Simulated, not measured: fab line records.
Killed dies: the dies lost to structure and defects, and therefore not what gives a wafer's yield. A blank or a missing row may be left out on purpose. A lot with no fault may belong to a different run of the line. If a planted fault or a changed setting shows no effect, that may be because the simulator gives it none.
What tool caused it? ; flow sky130 ; 24 lots, 72 wafers sampled, at 4 steps of a route of 708

WHAT THE GAUGES SHOWED, per wafer
SKY_CONTACT_BOW_MEAS_05. Usual: CONTACT_BOW 82 um, standard deviation 6.7.
lot;measured;on;CONTACT_BOW (um);flag
L074;day 30 17:46;film metro-03;78 85 91;
L075;day 30 22:22;film metro-04;82 80 82;
L076;day 31 11:04;film metro-04;74 83 77;
L077;day 32 05:04;film metro-01;84 87 88;
L078;day 32 13:17;film metro-01;85 87 72;
L079;day 32 17:52;film metro-04;76 84 80;
L080;day 33 09:59;film metro-03;81 78 79;
L081;day 33 17:28;film metro-04;85 71 96;
L082;day 34 01:28;film metro-04;83 78 74;
L083;day 34 05:41;film metro-03;78 81 93;
L084;day 34 06:11;film metro-04;75 72 71;
L085;day 34 20:42;film metro-01;83 75 84;
L086;day 35 05:19;film metro-04;84 82 78;
L087;day 35 09:25;film metro-03;79 75 90;
L089;day 35 16:33;film metro-03;72 79 82;
L088;day 35 18:04;film metro-01;72 64 73;
L090;day 35 23:56;film metro-04;81 86 88;
L091;day 36 15:29;film metro-01;87 93 82;
L092;day 36 22:11;film metro-04;85 86 72;
L093;day 37 00:53;film metro-03;88 80 83;
L094;day 37 08:25;film metro-01;76 78 88;
L095;day 37 14:49;film metro-03;94 82 92;
L096;day 38 00:09;film metro-01;78 75 86;
L097;day 38 04:31;film metro-04;84 82 78;

WHAT TOOL EACH LOT RAN ON (gives the tool, then ch and the chambers of the sampled wafers, and finally the start)
lot;SKY_SPACER_ETCHBACK_02;SKY_LI_CONTACT_CMP_02;SKY_LI_CONTACT_STRIP_16
L074;rie diel-02 ch 1,2,3, day 23 01:58;cmp-02 ch 0,1,3, day 28 05:38;plasma asher-03 ch 0,1, day 29 10:43
L075;rie diel-02 ch 0,1,2, day 23 08:29;cmp-01 ch 1,2, day 28 09:56;plasma asher-04 ch 0,1, day 29 15:02
L076;rie diel-02 ch 0,2, day 23 19:17;cmp-01 ch 1,2,3, day 28 22:14;plasma asher-03 ch 0,1, day 30 03:14
L077;rie diel-03 ch 0,3, day 24 15:05;cmp-01 ch 0,2,3, day 29 15:00;plasma asher-01 ch 0,1, day 30 20:08
L078;rie diel-03 ch 0,3, day 25 00:38;cmp-01 ch 0,2,3, day 30 01:02;plasma asher-04 ch 0,1, day 31 06:12
L079;rie diel-01 ch 0,1,2, day 25 08:11;cmp-02 ch 0,1,3, day 30 06:53;plasma asher-01 ch 0,1, day 31 12:11
L080;rie diel-02 ch 0,2, day 25 22:10;cmp-01 ch 0,1,2, day 30 19:54;plasma asher-04 ch 0,1, day 32 00:55
L081;rie diel-03 ch 0,1,3, day 26 06:01;cmp-01 ch 0,2,3, day 31 05:23;plasma asher-04 ch 0,1, day 32 11:02
L082;rie diel-01 ch 0,1,3, day 26 16:34;cmp-01 ch 0,1,2, day 31 13:48;plasma asher-03 ch 0,1, day 32 18:26
L083;rie diel-01 ch 0,1,3, day 26 22:04;cmp-02 ch 1,2, day 31 20:08;plasma asher-03 ch 0,1, day 33 00:23
L084;rie diel-03 ch 1,2,3, day 27 00:07;cmp-01 ch 0,1,2, day 31 20:33;plasma asher-04 ch 0,1, day 33 01:22
L085;rie diel-01 ch 0,1,2, day 27 15:41;cmp-02 ch 0,3, day 32 11:42;plasma asher-03 ch 0,1, day 33 15:37
L086;rie diel-03 ch 0,2,3, day 28 00:15;cmp-02 ch 0,2,3, day 32 20:25;plasma asher-03 ch 0,1, day 34 00:17
L087;rie diel-01 ch 1,2, day 28 05:05;cmp-02 ch 0,1,2, day 33 00:00;plasma asher-03 ch 0,1, day 34 03:51
L089;rie diel-01 ch 0,1,2, day 28 13:27;cmp-02 ch 0,1,3, day 33 09:04;plasma asher-04 ch 0,1, day 34 12:17
L088;rie diel-02 ch 0,1,3, day 28 14:40;cmp-02 ch 0,2,3, day 33 10:02;plasma asher-04 ch 0,1, day 34 13:11
L090;rie diel-03 ch 0,1,3, day 28 21:40;cmp-02 ch 0,3, day 33 16:11;plasma asher-01 ch 0,1, day 34 18:46
L091;rie diel-01 ch 0,1,2, day 29 14:22;cmp-01 ch 1,3, day 34 06:35;plasma asher-01 ch 0,1, day 35 09:52
L092;rie diel-03 ch 0,2,3, day 29 22:28;cmp-01 ch 0,1,2, day 34 15:20;plasma asher-03 ch 0,1, day 35 18:09
L093;rie diel-01 ch 1,2, day 29 23:39;cmp-02 ch 0,2,3, day 34 16:05;plasma asher-03 ch 0,1, day 35 19:59
L094;rie diel-02 ch 0,1,2, day 30 09:25;cmp-01 ch 1,2, day 35 00:38;plasma asher-03 ch 0,1, day 36 03:51
L095;rie diel-03 ch 0,1, day 30 15:34;cmp-02 ch 0,1,3, day 35 07:00;plasma asher-03 ch 0,1, day 36 10:16
L096;rie diel-03 ch 1,2, day 31 02:19;cmp-01 ch 1,2,3, day 35 16:23;plasma asher-04 ch 0,1, day 36 19:20
L097;rie diel-03 ch 1,3, day 31 06:29;cmp-02 ch 1,3, day 35 21:08;plasma asher-01 ch 0,1, day 37 00:07
- SKY_SPACER_ETCHBACK_02: etches Si3N4 in CH3F/O2, stops on SiO2, time 46.7 s, target depth 45 nm.
- SKY_LI_CONTACT_CMP_02: polishes PSG.
- SKY_LI_CONTACT_STRIP_16: strips in O2/N2.

WHAT THE TOOLS THEMSELVES READ (means of the sampled wafers that have a number; where no wafer has one, the mark that the record gives instead)
SKY_SPACER_ETCHBACK_02. Usual: drypump motor current A 5.8 A, standard deviation 0.51; oes product au 0.855 a.u., standard deviation 0.0057; throttle valve pct 10.562 %, standard deviation 0.0092.
lot;tool;drypump motor current A (A);oes product au (a.u.);throttle valve pct (%);flag
L074;rie diel-02;5.6;0.857;10.548;
L075;rie diel-02;5.6;0.861;10.569;
L076;rie diel-02;5.6;0.851;10.567;
L077;rie diel-03;5.5;0.854;10.558;
L078;rie diel-03;5.7;0.845;10.565;
L079;rie diel-01;6.1;0.849;10.568;
L080;rie diel-02;5.6;0.856;10.567;
L081;rie diel-03;5.7;0.853;10.562;
L082;rie diel-01;6.2;0.853;10.564;
L083;rie diel-01;6.2;0.854;10.559;
L084;rie diel-03;5.3;0.859;10.566;
L085;rie diel-01;6.1;0.853;10.556;
L086;rie diel-03;5.3;0.852;10.560;
L087;rie diel-01;5.8;0.857;10.563;
L089;rie diel-01;6.1;0.850;10.564;
L088;rie diel-02;5.7;0.862;10.561;
L090;rie diel-03;5.7;0.859;10.553;
L091;rie diel-01;6.1;0.859;10.563;
L092;rie diel-03;5.3;0.855;10.561;
L093;rie diel-01;5.8;0.850;10.562;
L094;rie diel-02;5.6;0.851;10.565;
L095;rie diel-03;6.0;0.855;10.562;
L096;rie diel-03;5.6;0.848;10.566;
L097;rie diel-03;5.5;0.855;10.560;

SKY_LI_CONTACT_CMP_02. Usual: motor current A 11.6 A, standard deviation 1.6; platen rpm 60.01 rpm, standard deviation 0.044; slurry flow ml min 150.0, standard deviation 0.47; time to endpoint s 32.3 s, standard deviation 2.2.
lot;tool;motor current A (A);platen rpm (rpm);slurry flow ml min;time to endpoint s (s);flag
L074;cmp-02;11.7;60.00;149.8;32.2;
L075;cmp-01;13.4;60.00;150.0;32.6;
L076;cmp-01;11.8;60.00;149.8;31.6;
L077;cmp-01;12.5;59.99;149.6;34.7;
L078;cmp-01;12.7;60.01;150.5;33.6;
L079;cmp-02;12.1;60.01;150.1;29.6;
L080;cmp-01;11.9;60.03;150.2;34.7;
L081;cmp-01;12.2;60.02;150.0;31.5;
L082;cmp-01;11.7;60.01;149.8;34.0;
L083;cmp-02;10.1;59.95;149.9;31.6;
L084;cmp-01;11.9;59.96;150.4;33.7;
L085;cmp-02;12.5;60.01;149.5;33.1;
L086;cmp-02;11.4;60.01;149.8;29.4;
L087;cmp-02;10.7;60.03;150.0;32.9;
L089;cmp-02;12.0;60.06;149.8;32.6;
L088;cmp-02;11.2;60.03;149.7;32.5;
L090;cmp-02;12.6;60.02;149.5;32.2;
L091;cmp-01;10.3;59.97;150.3;33.4;
L092;cmp-01;12.7;60.03;150.0;31.6;
L093;cmp-02;11.6;60.01;149.2;28.5;
L094;cmp-01;12.8;59.98;149.9;31.1;
L095;cmp-02;12.1;60.08;150.2;31.8;
L096;cmp-01;11.4;60.02;150.0;29.9;
L097;cmp-02;12.2;60.02;149.9;29.8;

SKY_LI_CONTACT_STRIP_16. Usual: drypump motor current A 5.6 A, standard deviation 0.47; o2 flow sccm 2999 sccm, standard deviation 9.6; oes product au 0.375 a.u., standard deviation 0.0045; strip time to endpoint s 3.495 s, standard deviation 0.027.
lot;tool;drypump motor current A (A);o2 flow sccm (sccm);oes product au (a.u.);strip time to endpoint s (s);flag
L074;plasma asher-03;5.7;2990;0.371;3.459;
L075;plasma asher-04;5.4;3006;0.377;3.502;
L076;plasma asher-03;5.7;3006;0.375;3.501;
L077;plasma asher-01;5.4;3003;0.372;3.486;
L078;plasma asher-04;5.9;2991;0.378;3.515;
L079;plasma asher-01;5.4;2992;0.370;3.464;
L080;plasma asher-04;5.5;3003;0.377;3.504;
L081;plasma asher-04;5.9;3003;0.377;3.538;
L082;plasma asher-03;5.6;3009;0.381;3.502;
L083;plasma asher-03;5.7;2993;0.373;3.498;
L084;plasma asher-04;5.9;2985;0.376;3.503;
L085;plasma asher-03;5.6;3005;0.370;3.478;
L086;plasma asher-03;5.6;2999;0.382;3.533;
L087;plasma asher-03;5.7;2984;0.376;3.495;
L089;plasma asher-04;5.9;3001;0.374;3.458;
L088;plasma asher-04;5.4;3002;0.375;3.485;
L090;plasma asher-01;5.4;2992;0.371;3.519;
L091;plasma asher-01;5.7;3002;0.378;3.504;
L092;plasma asher-03;5.7;2999;0.370;3.528;
L093;plasma asher-03;5.7;2993;0.380;3.499;
L094;plasma asher-03;5.6;3011;0.371;3.470;
L095;plasma asher-03;5.6;3010;0.376;3.486;
L096;plasma asher-04;5.9;3001;0.376;3.520;
L097;plasma asher-01;5.4;2994;0.378;3.511;

THE ANSWER, worked out from the rows above alone
Rule: a lot counts as off when the mean over its wafers that have a number is more than 3 standard deviations away from the usual mean. Also off: a lot with no number at a reading for which 4 or more lots have one. All remaining lots with rows at the step are treated as sound. Order of review: gauges by route order, followed by the tools' own readings, for which a lot's mean as printed above is used. At the first step where some lot is off, the reading lying furthest off is the one used; lots without a number count as furthest.
Nothing can be told from this: no lot is off at any reading shown.

WHAT WAS PUT IN BY THE SIMULATOR
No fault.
